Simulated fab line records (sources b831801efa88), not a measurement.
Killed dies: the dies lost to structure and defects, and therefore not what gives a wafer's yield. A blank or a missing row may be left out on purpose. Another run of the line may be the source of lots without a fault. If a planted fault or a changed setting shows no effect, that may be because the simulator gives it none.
What tool caused it? + flow sky130 + 12 lots with 36 wafers sampled at 4 steps, on a route of 708 steps

== WHAT THE GAUGES READ, wafer by wafer ==
SKY_VIA3_CD_MEAS_12 targets a cd of 200 nm.
| lot  | measured     | on        | cd nm (nm)        |
|------|--------------|-----------|-------------------|
| L075 | day 39 23:49 | cd sem-02 | 198.9 199.1 198.7 |
| L077 | day 40 17:04 | cd sem-02 | 199.3 198.8 199.6 |
| L079 | day 41 09:42 | cd sem-02 | 199.6 199.0 200.6 |
| L081 | day 41 15:33 | cd sem-02 | 199.8 199.4 201.6 |
| L083 | day 42 08:23 | cd sem-01 | 197.1 199.1 196.6 |
| L084 | day 42 16:45 | cd sem-01 | 199.7 199.4 200.8 |
| L087 | day 43 07:21 | cd sem-02 | 199.6 200.6 199.5 |
| L089 | day 43 18:22 | cd sem-01 | 202.0 201.8 200.6 |
| L091 | day 44 20:42 | cd sem-02 | 199.1 199.7 199.5 |
| L092 | day 44 22:34 | cd sem-02 | 198.8 199.3 201.0 |
| L095 | day 45 10:57 | cd sem-02 | 198.9 201.6 200.6 |
| L097 | day 45 22:53 | cd sem-01 | 201.2 199.8 201.3 |

== WHAT TOOL EACH LOT RAN ON (gives the tool, then ch and the chambers of the sampled wafers, and finally the start) ==
| lot  | SKY_METAL2_STRIP_20                  | SKY_METAL3_SPUTTER_01        | SKY_CAPM_STRIP_14                    |
|------|--------------------------------------|------------------------------|--------------------------------------|
| L075 | plasma asher-01 ch 0,1, day 35 12:49 | pvd sputter-04, day 36 17:43 | plasma asher-01 ch 0,1, day 37 19:59 |
| L077 | plasma asher-02 ch 0,1, day 36 07:40 | pvd sputter-02, day 37 12:56 | plasma asher-04 ch 0,1, day 38 14:37 |
| L079 | plasma asher-02 ch 0,1, day 37 00:23 | pvd sputter-04, day 38 04:35 | plasma asher-04 ch 0,1, day 39 05:26 |
| L081 | plasma asher-03 ch 0,1, day 37 06:32 | pvd sputter-01, day 38 11:28 | plasma asher-01 ch 0,1, day 39 12:29 |
| L083 | plasma asher-03 ch 0,1, day 37 23:37 | pvd sputter-02, day 39 05:23 | plasma asher-01 ch 0,1, day 40 06:38 |
| L084 | plasma asher-01 ch 0,1, day 38 10:05 | pvd sputter-01, day 39 13:08 | plasma asher-04 ch 0,1, day 40 14:25 |
| L087 | plasma asher-01 ch 0,1, day 39 00:16 | pvd sputter-04, day 40 07:10 | plasma asher-01 ch 0,1, day 41 07:37 |
| L089 | plasma asher-01 ch 0, day 39 14:14   | pvd sputter-04, day 40 18:22 | plasma asher-02 ch 0,1, day 41 18:46 |
| L091 | plasma asher-01 ch 0,1, day 40 19:29 | pvd sputter-04, day 41 21:45 | plasma asher-04 ch 0,1, day 42 20:58 |
| L092 | plasma asher-01 ch 0,1, day 40 21:49 | pvd sputter-01, day 42 00:06 | plasma asher-04 ch 0,1, day 42 23:47 |
| L095 | plasma asher-01 ch 0,1, day 41 11:50 | pvd sputter-02, day 42 13:32 | plasma asher-04 ch 0,1, day 43 12:28 |
| L097 | plasma asher-01 ch 0,1, day 42 00:07 | pvd sputter-02, day 43 01:58 | plasma asher-02 ch 0,1, day 44 01:24 |
- SKY_METAL2_STRIP_20: strips in O2/N2.
- SKY_METAL3_SPUTTER_01: material TiN, target thk 20 nm, time 16.7 s.
- SKY_CAPM_STRIP_14: strips in O2/N2.

== THE ANSWER, worked out from the rows above alone ==
Rule: the lots themselves supply what counts as usual. The widest of any qualifying gaps counts: lots, ordered by their means at a reading, are off when they make up no more than a third of the lots, leave a main group of 4 or more, and stand apart from it by 3 or more times the standard deviation of that group's means. Not used: any main group whose means are identical at the precision the tables above print for the reading. Also off: a lot with no number at a reading for which 4 or more lots have one. Any other lot the step has rows for is counted as sound.
No lot is off on any of the readings shown, so nothing can be concluded from this.

== WHAT THE SIMULATOR HAD PUT IN ==
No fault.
